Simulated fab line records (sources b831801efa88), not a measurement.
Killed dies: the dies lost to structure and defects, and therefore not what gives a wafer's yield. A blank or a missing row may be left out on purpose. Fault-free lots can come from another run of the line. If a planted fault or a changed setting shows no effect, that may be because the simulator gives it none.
A struck lot beside a sound one	flow gf180mcu	15 steps out of a route of 602
Sound: the wafers L936.1, L936.3, L936.4. Wafers struck: L948.1, L948.2, L948.5. The cause is named last.
Each step with rows lists, per side, the tool, then ch with its chambers, then its first start. Under that, the readings that differ: sound wafers	struck wafers	difference of the means	sigmas: that difference in standard deviations of wafers without a fault.
alike: readings with means less than 2 such deviations apart, plus words and numbers identical on both sides. not compared: withheld readings, readings lacking a value on some wafer, bounds such as >300 that could conceal the same value, and numbers that have no deviation in the record and whose values overlap.
The two part at a step that has a row with sigmas, a row that says differs or no value, or rows on one side only. Numbers that have no deviation but don't overlap get no sigmas and don't part them. A reading missing from all wafers of one side parts the sides only when that side holds two or more wafers.

first, 6 steps without rows for these wafers: GF_M3_HMDS_08 (prime time 60 s); GF_M3_COAT_09 (resist thk 1000 nm); GF_M3_SOFTBAKE_10 (time 60 s); GF_M3_EXPOSE_11 (exposes mask Metal3, target cd 280 nm); GF_M3_PEB_12 (peb time 90 s); GF_M3_DEVELOP_13 (develop time 60 s).
GF_M3_CD_MEAS_14 targets a cd of 280 nm.
  sound: cdSem-02 at day 23 11:52; struck: cdSem-01 at day 27 18:46
  alike: cdNm
GF_M3_OVL_MEAS_15:
  sound: overlay-02 at day 23 11:59; struck: overlay-01 at day 27 18:53
  alike: M3_OVL
GF_M3_METAL_ETCH_16: etches the open film in Cl2/BCl3, stops on SiO2, target depth 750.8 nm, time 125.1 s.
  sound on rieMetal-04 ch 0,1, day 23 12:01; struck on rieMetal-04 ch 0,1, day 27 18:55
  alike: drypumpMotorCurrentA, oesProductAu, throttleValvePct
  not compared: rfHoursCounterH
GF_M3_STRIP_17: strips in O2/N2.
  sound on plasmaAsher-04 ch 0,1, day 23 12:09; struck on plasmaAsher-04 ch 0,1, day 27 19:03
  alike: drypumpMotorCurrentA, heaterPowerW, oesProductAu, stripTimeToEndpointS
  not compared: rfHoursCounterH
then, 2 steps without rows for these wafers: GF_M3_STRIP_18 (strips in post etch residue remover, time 1200 s); GF_M3_CLEAN_19 (cleans in DIW).
GF_V3_CVD_00: deposits SiO2, target thk 600 nm, time 100 s.
  sound on hdpcvd-02 ch 0,1,2, day 23 12:41; struck on hdpcvd-01 ch 1,2, day 27 19:37
reading	sound	struck	difference	sigmas
sih4FlowSccm (sccm)	59.98 60.07 60.04	50.82 50.71 50.81	-9.25	-54
model.SiO2_of_V3_CVD_00.thkNm (nm)	599.4 604.2 597.5	519.5 519.3 514.8	-82.5	
GF_V3_THK_MEAS_01:
  sound: filmMetro-03 at day 23 12:45; struck: filmMetro-01 at day 27 19:41
reading	sound	struck	difference	sigmas
V3_CVD_00_THK (nm)	599 605 598	519 519 515	-83	-13
GF_V3_CVD_02: deposits SiO2 from TEOS, target thk 850 nm, time 94.851 s.
  sound on pecvd-02 ch 0,1, day 23 12:49; struck on pecvd-01 ch 0,1, day 27 19:45
  alike: heaterPowerW

## WHERE THEY PART
At GF_V3_CVD_00 first; at GF_V3_THK_MEAS_01 last (within this record only). Later steps at which nothing parts them and some readings are alike: GF_V3_CVD_02.

WHY: what had been put in by the simulator
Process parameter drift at GF_V3_CVD_00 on hdpcvd-01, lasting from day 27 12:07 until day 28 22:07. The setting sih4FlowSccm was moved by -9, starting from 60. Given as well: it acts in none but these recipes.
